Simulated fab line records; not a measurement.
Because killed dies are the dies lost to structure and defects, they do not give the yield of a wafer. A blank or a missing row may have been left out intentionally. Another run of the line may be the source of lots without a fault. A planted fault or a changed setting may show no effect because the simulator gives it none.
Which tool did it? | flow gf180mcu | 6 lots with 17 wafers sampled at 4 steps, on a route of 602 steps

== WHAT EACH GAUGE READ, for each wafer ==
GF_PASSIVATION_THK_MEAS_01.
lot  | measured     | on            | PASSIVATION_CVD_00_THK (nm)
L585 | day 28 08:47 | film-metro-02 | 992 1000 1016
L587 | day 28 21:43 | film-metro-02 | 985 997 1025
L589 | day 29 15:59 | film-metro-04 | 995 993 1002
L591 | day 30 02:06 | film-metro-04 | 989 1004 1010
L599 | day 32 15:08 | film-metro-03 | 1128 1143
L601 | day 33 01:59 | film-metro-04 | 1020 1014 1011

== WHICH TOOL RAN EACH LOT (tool, then ch and the chambers of the sampled wafers, then the start) ==
lot  | GF_MIM_SPUTTER_09            | GF_V5_ETCH_16                      | GF_PASSIVATION_CVD_00
L585 | pvd-sputter-03, day 24 17:53 | rie-diel-01 ch 1,2, day 27 10:25   | pecvd-01 ch 0,1,2, day 28 08:41
L587 | pvd-sputter-03, day 25 07:54 | rie-diel-03 ch 1,2, day 27 23:16   | pecvd-02 ch 0,1,2, day 28 21:39
L589 | pvd-sputter-01, day 26 05:04 | rie-diel-03 ch 0,1,3, day 28 18:49 | pecvd-02 ch 1,2, day 29 15:54
L591 | pvd-sputter-01, day 26 16:40 | rie-diel-01 ch 1,2,3, day 29 04:43 | pecvd-01 ch 0,1,2, day 30 02:00
L599 | pvd-sputter-01, day 29 11:55 | rie-diel-01 ch 1,2, day 31 19:29   | pecvd-03 ch 0,1, day 32 15:03
L601 | pvd-sputter-02, day 30 01:11 | rie-diel-01 ch 0,1, day 32 08:01   | pecvd-02 ch 0,1,2, day 33 01:55
- GF_MIM_SPUTTER_09: material TiN, target thk 35 nm, time 29.2 s.
- GF_V5_ETCH_16: etches BARC in N2/H2.
- GF_PASSIVATION_CVD_00: deposits SiO2 from TEOS, target thk 1000 nm, time 111.95 s.

== THE ANSWER, worked out from the rows above alone ==
Rule: the lots themselves supply what counts as usual. The widest of any qualifying gaps counts: lots, ordered by their means at a reading, are off when they make up no more than a third of the lots, leave a main group of 4 or more, and stand apart from it by 3 or more times the standard deviation of that group's means. The tables above print the reading to a certain number of digits; a main group whose means all agree to those digits is not used. A lot without any number at a reading at which 4 lots or more have one is off too. All remaining lots with rows at the step are treated as sound.
Off: L599, at GF_PASSIVATION_THK_MEAS_01 (PASSIVATION_CVD_00_THK). Mean 1004 nm and standard deviation 6.1 in the main group.
A tool fits if, at a process step before that reading, it ran every lot that is off, and no sound lot after the first of them. Those tools and the gauges at GF_PASSIVATION_THK_MEAS_01 are tried in the same way. Can't be told from this: 3 tools fit, pvd-sputter-01 at GF_MIM_SPUTTER_09, pecvd-03 at GF_PASSIVATION_CVD_00, film-metro-03 at GF_PASSIVATION_THK_MEAS_01.

== WHAT HAD BEEN PUT IN BY THE SIMULATOR ==
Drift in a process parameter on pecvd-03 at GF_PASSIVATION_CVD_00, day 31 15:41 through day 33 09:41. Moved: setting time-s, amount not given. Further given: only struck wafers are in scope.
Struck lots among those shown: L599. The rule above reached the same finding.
